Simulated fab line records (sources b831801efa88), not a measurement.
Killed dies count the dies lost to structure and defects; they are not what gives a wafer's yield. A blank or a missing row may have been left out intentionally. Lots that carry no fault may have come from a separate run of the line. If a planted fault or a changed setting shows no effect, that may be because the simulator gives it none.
Chamber matching || flow gf180mcu || GF_CONTACT_ETCH_16 on rieDiel-04 has 4 sister chambers
The step etches BARC in N2/H2. 4 wafers are shown with their chamber, then 8 later ones without.

## WAFERS, EACH WITH ITS CHAMBER
{"wafer": "L912.1", "chamber": 3, "drypumpMotorCurrentA (A)": 5.2}
{"wafer": "L912.2", "chamber": 0, "drypumpMotorCurrentA (A)": 5.0}
{"wafer": "L912.5", "chamber": 1, "drypumpMotorCurrentA (A)": 6.4}
{"wafer": "L917.2", "chamber": 2, "drypumpMotorCurrentA (A)": 4.7}

## WAFERS WHOSE CHAMBER IS MISSING
{"wafer": "L917.4", "drypumpMotorCurrentA (A)": 6.5}
{"wafer": "L917.5", "drypumpMotorCurrentA (A)": 5.2}
{"wafer": "L924.2", "drypumpMotorCurrentA (A)": 5.3}
{"wafer": "L924.3", "drypumpMotorCurrentA (A)": 4.7}
{"wafer": "L924.6", "drypumpMotorCurrentA (A)": 5.3}
{"wafer": "L925.2", "drypumpMotorCurrentA (A)": 5.2}
{"wafer": "L925.3", "drypumpMotorCurrentA (A)": 4.8}
{"wafer": "L925.6", "drypumpMotorCurrentA (A)": 4.7}

## WHICH CHAMBER EACH ONE RAN IN
{"wafer": "L917.4", "from the rows above": 1, "in truth": 1}
{"wafer": "L917.5", "from the rows above": 3, "in truth": 3}
{"wafer": "L924.2", "from the rows above": 3, "in truth": 3}
{"wafer": "L924.3", "from the rows above": 2, "in truth": 2}
{"wafer": "L924.6", "from the rows above": 3, "in truth": 3}
{"wafer": "L925.2", "from the rows above": 3, "in truth": 3}
{"wafer": "L925.3", "from the rows above": "can't be placed: 2 or 0", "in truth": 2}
{"wafer": "L925.6", "from the rows above": 2, "in truth": 2}
7 of 8 placed correctly. Unplaceable from these rows: 1, with the true chamber sitting among the candidates in 1. Placed wrongly: 0.
How it was worked out, from the rows above alone: a wafer's distance from a chamber is the root of the sum, over the readings, of the square of ((its reading less the chamber's mean) divided by the reading's scatter). If the next closest chamber is less than 2 further off than the closest, the wafer can't be placed; otherwise it belongs to the closest. The mean given for a chamber averages the wafers shown for that chamber. The scatter: root of mean squared gap, hidden wafer to nearest shown wafer, with one shown wafer a chamber.
